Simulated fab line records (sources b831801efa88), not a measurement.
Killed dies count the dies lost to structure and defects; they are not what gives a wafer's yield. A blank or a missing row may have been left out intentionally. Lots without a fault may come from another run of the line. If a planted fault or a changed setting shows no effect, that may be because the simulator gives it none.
Matching of chambers / flow gf180mcu / cmp-01 running GF_V4_CMP_26: 4 sister chambers
The step polishes, stops on SiO2, t overpolish 15 s, target thk 0 nm. 14 wafers are shown with their chamber, then 7 later ones without.

## EACH WAFER AND ITS CHAMBER
wafer=L800.1; chamber=1; motor-current-A (A)=11.7; time-to-endpoint-s (s)=82
wafer=L800.2; chamber=0; motor-current-A (A)=9.0; time-to-endpoint-s (s)=88
wafer=L800.4; chamber=2; motor-current-A (A)=12.9; time-to-endpoint-s (s)=82
wafer=L801.2; chamber=2; motor-current-A (A)=12.7; time-to-endpoint-s (s)=82
wafer=L801.3; chamber=1; motor-current-A (A)=11.7; time-to-endpoint-s (s)=84
wafer=L801.5; chamber=0; motor-current-A (A)=9.1; time-to-endpoint-s (s)=89
wafer=L802.3; chamber=2; motor-current-A (A)=12.4; time-to-endpoint-s (s)=83
wafer=L802.4; chamber=0; motor-current-A (A)=9.1; time-to-endpoint-s (s)=84
wafer=L802.6; chamber=3; motor-current-A (A)=11.9; time-to-endpoint-s (s)=89
wafer=L803.1; chamber=1; motor-current-A (A)=11.8; time-to-endpoint-s (s)=79
wafer=L803.2; chamber=0; motor-current-A (A)=8.8; time-to-endpoint-s (s)=85
wafer=L803.6; chamber=2; motor-current-A (A)=12.0; time-to-endpoint-s (s)=79
wafer=L812.2; chamber=1; motor-current-A (A)=11.8; time-to-endpoint-s (s)=69
wafer=L812.3; chamber=0; motor-current-A (A)=8.8; time-to-endpoint-s (s)=86

SIGNATURES (averages over the wafers above)
reading=motor-current-A; chamber 0=8.960; chamber 1=11.750; chamber 2=12.500; chamber 3=11.900; scatter within a chamber=0.237
reading=time-to-endpoint-s; chamber 0=86.40; chamber 1=78.50; chamber 2=81.50; chamber 3=89.00; scatter within a chamber=3.99
Rule: for a wafer and a chamber, the distance is found by dividing, reading by reading, the gap between the wafer's reading and the chamber's mean by the reading's scatter, squaring, summing and taking the root. If the next closest chamber is less than 2 further off than the closest, the wafer can't be placed; otherwise it belongs to the closest. The scatter is the square root of a quotient: the sum, over the shown wafers, of each reading's squared deviation from its chamber's mean, divided by wafers minus chambers.

## WAFERS WITHOUT THEIR CHAMBER
wafer=L812.6; motor-current-A (A)=12.4; time-to-endpoint-s (s)=71
wafer=L813.2; motor-current-A (A)=11.3; time-to-endpoint-s (s)=70
wafer=L813.3; motor-current-A (A)=9.6; time-to-endpoint-s (s)=88
wafer=L813.5; motor-current-A (A)=9.2; time-to-endpoint-s (s)=85
wafer=L816.1; motor-current-A (A)=11.2; time-to-endpoint-s (s)=87
wafer=L816.2; motor-current-A (A)=12.3; time-to-endpoint-s (s)=88
wafer=L816.4; motor-current-A (A)=9.0; time-to-endpoint-s (s)=86

## THE CHAMBER EACH PASSED THROUGH
wafer=L812.6; from the rows above=can't be placed: 2 or 1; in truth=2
wafer=L813.2; from the rows above=1; in truth=1
wafer=L813.3; from the rows above=0; in truth=0
wafer=L813.5; from the rows above=0; in truth=0
wafer=L816.1; from the rows above=can't be placed: 3 or 1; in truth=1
wafer=L816.2; from the rows above=can't be placed: 3 or 2 or 1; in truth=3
wafer=L816.4; from the rows above=0; in truth=0
4 of 7 placed correctly. Unplaceable from these rows: 3, with the true chamber sitting among the candidates in 3. Wrongly placed: 0.
